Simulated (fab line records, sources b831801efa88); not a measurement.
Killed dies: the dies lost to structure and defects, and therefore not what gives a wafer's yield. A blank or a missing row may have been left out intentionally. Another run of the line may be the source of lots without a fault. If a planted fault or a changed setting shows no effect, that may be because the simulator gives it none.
Split-lot trial ; flow gf180mcu ; 23 wafers read across 5 lots, on a route 602 steps long

== ON THE SPLIT ==
At GF_PASSIVATION_COAT_06 (resist thk 4000 nm), the setting spin rpm was moved away from the recipe's 2000 rpm on 11 of the 23 wafers read, by -6.8% to +6.4%. The other wafers ran this setting at the recipe's value.

Between the split and the reading, the file records no step.

== THE READING ==
coat_of_PASSIVATION_COAT_06.thk nm (the simulator's own value, which no gauge read), in nm, at GF_PASSIVATION_ETCH_11 (etches the open film in CF4/O2, stops on TiN, target depth 1800 nm, time 400 s). There is no usual value for it anywhere in the file. The 12 wafers here that ran the recipe average 2811 nm, standard deviation 24 nm.

wafer;tool, chamber at the split;spin rpm as run, rpm;against the recipe;coat_of_PASSIVATION_COAT_06.thk nm, nm;against lot-mates on the recipe
L075.1;litho track-03, 0;2000;recipe;2808;-
L075.3;litho track-03, 0;1889;-5.5%;2929;+89
L075.4;litho track-03, 0;2000;recipe;2872;-
L075.5;litho track-03, 0;1889;-5.5%;3014;+174
L075.6;litho track-03, 0;1889;-5.5%;2921;+81
L076.1;litho track-01, 0;2000;recipe;2774;-
L076.3;litho track-01, 0;2000;recipe;2822;-
L076.4;litho track-01, 0;2000;recipe;2789;-
L076.5;litho track-01, 0;1864;-6.8%;2985;+190
L076.6;litho track-01, 0;1864;-6.8%;2923;+128
L079.2;litho track-03, 0;2000;recipe;2812;-
L079.5;litho track-03, 0;2000;recipe;2787;-
L079.6;litho track-03, 0;2000;recipe;2810;-
L082.1;litho track-02, 0;2113;+5.6%;2605;-216
L082.3;litho track-02, 0;2000;recipe;2828;-
L082.4;litho track-02, 0;2113;+5.6%;2600;-221
L082.5;litho track-02, 0;2113;+5.6%;2688;-133
L082.6;litho track-02, 0;2000;recipe;2814;-
L084.2;litho track-01, 0;2128;+6.4%;2666;-143
L084.3;litho track-01, 0;2000;recipe;2815;-
L084.4;litho track-01, 0;2128;+6.4%;2680;-129
L084.5;litho track-01, 0;2000;recipe;2803;-
L084.6;litho track-01, 0;2128;+6.4%;2669;-140

FIT RESULTS
A straight line over all 23 wafers: coat_of_PASSIVATION_COAT_06.thk nm changes by -24.9 nm for each +1% of spin rpm; r = -0.95; the points scatter about the line by 35 nm.
The same after taking each lot's own level away (the mean of its wafers on the recipe; 23 wafers): -24.5 nm for each +1%; r = -0.95; scatter 35 nm.
On that fit, the largest move of spin rpm shifts the reading by 1.7e+02 nm.
The lots' own levels span 2795.0 to 2840.0 nm, that is 1.9 times the standard deviation above.
Consequently the slope shifts little with the lot-to-lot level, the two slopes agreeing.
Check: +153 nm against its lot-mates is what the line predicts for one of the wafers moved furthest among these (-6.8%) when that wafer is left out of the fit. Against them it came out at +190 nm.

== OTHER SPLITS APPLIED TO THESE WAFERS ==
Note: prior to the reading, these wafers also went through further splits. Each is held against what the fit with the lots' levels taken away leaves over:
other split on the same wafers;wafers away from the commonest value;r with coat_of_PASSIVATION_COAT_06.thk nm (lot level and that fit taken away)
GF_V4_PEB_12 peb time s;9;-0.04
GF_MIM_SPUTTER_04 power w;4;+0.11
GF_MIM_SPUTTER_07 time s;10;+0.03
GF_M5_EXPOSE_04 dose mj;10;-0.38
GF_M5_PEB_05 peb temp c;4;-0.09
GF_V5_ETCH_17 source w;9;-0.23
GF_TOP_METAL_SPUTTER_01 time s;7;-0.08

== THE WHOLE CHAIN: every reading that the file lists as answering this split, in the file's order ==
step;what it does;reading;change (the file's fit);r (the file's)
GF_PASSIVATION_COAT_06;resist thk 4000 nm;coat_of_PASSIVATION_COAT_06.thk nm (the simulator's own value, which no gauge read);-20.1 nm for each +1% of the setting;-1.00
GF_PASSIVATION_ETCH_11;etches the open film in CF4/O2, stops on TiN, target depth 1800 nm, time 400 s;coat_of_PASSIVATION_COAT_06.thk nm (the simulator's own value, which no gauge read);-24.5 nm for each +1% of the setting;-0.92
GF_PASSIVATION_STRIP_12;strips in O2/N2;strip time to endpoint s;withheld for each +1% of the setting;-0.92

== THE FILE'S OWN FIT ==
coat_of_PASSIVATION_COAT_06.thk nm changes by -24.5 nm for each +1% of spin rpm, r = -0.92.
